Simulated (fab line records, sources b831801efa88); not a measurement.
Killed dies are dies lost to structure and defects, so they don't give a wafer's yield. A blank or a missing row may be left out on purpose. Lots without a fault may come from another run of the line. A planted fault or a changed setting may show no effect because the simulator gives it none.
One fault seen from 2 desks | flow sky130 | each desk has only its own numbers; what lay behind them comes last

THE TOOL OWNER'S DESK: furnace-01
The tool's own readings at SKY_FIELD_ISO_OXIDATION_22 (stabilise 600 s, purge 300 s, target thk 10 nm): means of the sampled wafers that have a number, for each lot that ran on this tool. A lot is out of limits, marked OUT, if its mean lies more than 4 standard deviations from the usual mean; the brackets give that distance.
Columns: A = ox_temp_c at SKY_FIELD_ISO_OXIDATION_22, usual 950.1 C; B = ox_temp_c_max at SKY_FIELD_ISO_OXIDATION_22, usual 954.8; C = spike_tc_centre_C at SKY_FIELD_ISO_OXIDATION_22, usual 951.0 C; D = spike_tc_top_C at SKY_FIELD_ISO_OXIDATION_22, usual 963.5 C
lot  | first seen here | A     | B     | C     | D
L737 | day 2 09:35     | 949.7 | 956.0 | 953.0 | 964.1
L739 | day 3 00:13     | 950.6 | 957.4 | 950.5 | 965.1
L742 | day 3 14:38     | 950.6 | 956.6 | 952.3 | 963.5
L744 | day 4 01:42     | 949.9 | 955.5 | 952.0 | 963.9
L754 | day 6 02:05     | 950.0 | 956.5 | 951.2 | 965.4
L755 | day 6 09:34     | 949.7 | 955.4 | 951.9 | 963.4
This desk's finding: nothing out of limits on any of the 6 lots.

THE METROLOGY DESK
What the gauges read, lot by lot, whatever tool the lot ran on: means of the sampled wafers that have a number. A lot is out of limits, marked OUT, if its mean lies more than 4 standard deviations from the usual mean; the brackets give that distance.
Columns: A = FIELD_ISO_OXIDATION_01_THK at SKY_FIELD_ISO_THK_MEAS_23, usual 9.90 nm; B = cd_nm at SKY_VT_ADJUST_HVTR_CD_MEAS_07, usual 379 nm
lot  | first seen here | A              | B
L736 | day 2 07:10     | 10.15          | 373
L737 | day 2 10:46     | 9.82           | 375
L738 | day 2 18:31     | 10.09          | 385
L739 | day 3 01:23     | 9.58           | 375
L741 | day 3 11:09     | 9.90           | 377
L742 | day 3 15:49     | 9.81           | 379
L743 | day 3 19:46     | 9.59           | 376
L744 | day 4 02:53     | 9.83           | 383
L745 | day 4 08:49     | 9.77           | 382
L754 | day 6 03:16     | 4.32 (-28) OUT | 382
L755 | day 6 10:44     | 4.27 (-28) OUT | 381
L759 | day 7 11:36     | 9.82           | 381
This desk's finding: out of limits on L754, L755; first on L754, day 6 03:16 (FIELD_ISO_OXIDATION_01_THK at SKY_FIELD_ISO_THK_MEAS_23). In limits: L736, L737, L738, L739, L741, L742, L743, L744, L745, L759.

PUT TOGETHER
The metrology desk could have raised an alarm at day 6 03:16, on L754, L755.
The tool owner's desk saw nothing out of limits.
The tool owner's desk has L754, L755 on record, within its limits.
Of the lots named, all ran SKY_FIELD_ISO_OXIDATION_22 on furnace-01.

WHAT THE SIMULATOR HAD PUT IN
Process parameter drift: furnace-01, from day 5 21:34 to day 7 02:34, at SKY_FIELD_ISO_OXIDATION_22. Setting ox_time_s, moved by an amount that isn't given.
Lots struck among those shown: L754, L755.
Hours from the fault's start to each desk's first reading out of limits: the metrology desk, 6.
